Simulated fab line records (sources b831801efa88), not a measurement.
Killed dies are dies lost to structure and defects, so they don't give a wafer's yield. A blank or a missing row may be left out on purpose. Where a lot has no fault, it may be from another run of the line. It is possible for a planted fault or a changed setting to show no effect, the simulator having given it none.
Commonality check across tools | flow gf180mcu | 12 lots and 36 wafers in the sample

WHY IT WAS OPENED
At GF_HV_LDD_TW_MEAS_23 the reading HV_LDD_2_TW is flagged on 3 of 12 lots. Fault-free wafers read 1050, with a standard deviation of 6.4.
Rule: a lot gets a flag if all its wafers with a number sit over 4 standard deviations from that mean, or if no wafer of it has a number. All remaining lots are regarded as sound.

lot  | measured     | on            | HV_LDD_2_TW, wafer by wafer | flag
L660 | day 10 19:54 | film-metro-04 | 1052 1053 1054              |
L662 | day 11 19:25 | film-metro-02 | 1051 1049 1047              |
L666 | day 12 18:12 | film-metro-02 | 1055 1056 1062              |
L670 | day 14 01:34 | film-metro-03 | 1050 1052 1050              |
L671 | day 14 08:51 | film-metro-04 | 1052 1054 1048              |
L672 | day 14 17:16 | film-metro-02 | 1046 1043 1052              |
L673 | day 14 21:27 | film-metro-02 | 1057 1052 1051              |
L674 | day 15 04:49 | film-metro-03 | 1050 1054 1057              |
L676 | day 15 21:36 | film-metro-03 | 1105 1110 1109              | FLAGGED
L677 | day 16 02:32 | film-metro-03 | 1049 1048 1048              |
L678 | day 16 08:58 | film-metro-04 | 1110 1112 1118              | FLAGGED
L679 | day 16 18:11 | film-metro-02 | 1113 1116 1120              | FLAGGED
The numbers of the flagged lots are 1113 on average: +63 against the usual, or +10 standard deviations.

EACH LOT AND THE TOOL IT RAN ON
The record keeps 1 process step preceding the reading, out of 602 steps on the route. In each cell: the tool, then ch and the chambers that the sampled wafers went through, then the start.
lot  | flag    | GF_HV_LDD_IMPLANT_21
L660 |         | implanter-03 ch 0, day 10 19:41
L662 |         | implanter-03 ch 0, day 11 19:11
L666 |         | implanter-04 ch 0, day 12 17:59
L670 |         | implanter-01 ch 0, day 14 01:20
L671 |         | implanter-04 ch 0, day 14 08:36
L672 |         | implanter-04 ch 0, day 14 17:02
L673 |         | implanter-03 ch 0, day 14 21:12
L674 |         | implanter-04 ch 0, day 15 04:36
L676 | FLAGGED | implanter-04 ch 0, day 15 21:20
L677 |         | implanter-03 ch 0, day 16 02:17
L678 | FLAGGED | implanter-04 ch 0, day 16 08:43
L679 | FLAGGED | implanter-04 ch 0, day 16 17:58
These steps, and what they do:
- GF_HV_LDD_IMPLANT_21
- GF_HV_LDD_TW_MEAS_23

FLAGGED OVER TOTAL, TOOL BY TOOL (the gauges that took the reading come last)
step                 | tool          | lots run | flagged | share of the flagged lots | sound lots run after its first flagged lot
GF_HV_LDD_IMPLANT_21 | implanter-01  | 1        | 0       | none                      | -
GF_HV_LDD_IMPLANT_21 | implanter-03  | 4        | 0       | none                      | -
GF_HV_LDD_IMPLANT_21 | implanter-04  | 7        | 3       | all                       | 0
GF_HV_LDD_TW_MEAS_23 | film-metro-02 | 5        | 1       | some                      | 0
GF_HV_LDD_TW_MEAS_23 | film-metro-03 | 4        | 1       | some                      | 1 (L677)
GF_HV_LDD_TW_MEAS_23 | film-metro-04 | 3        | 1       | some                      | 0

WHAT THE TABLE PERMITS
In the table, 1 row covers all flagged lots: implanter-04 at GF_HV_LDD_IMPLANT_21.
- implanter-04 at GF_HV_LDD_IMPLANT_21: 3 of its 7 lots flagged. Its last sound lot is L674 (day 15 04:36), its first flagged lot L676 (day 15 21:20): a fault that began between those two fits. Its own readings lie more than 4 standard deviations out on every wafer of the flagged lots: beam-energy-keV.
Just one tool remains: implanter-04 at GF_HV_LDD_IMPLANT_21.

WHAT THE SIMULATOR HAD PUT IN
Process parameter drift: implanter-04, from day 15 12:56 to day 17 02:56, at GF_HV_LDD_IMPLANT_21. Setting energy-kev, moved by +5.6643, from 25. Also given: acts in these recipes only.
Lots struck among those shown: L676, L678, L679. This agrees with what the rule above found.
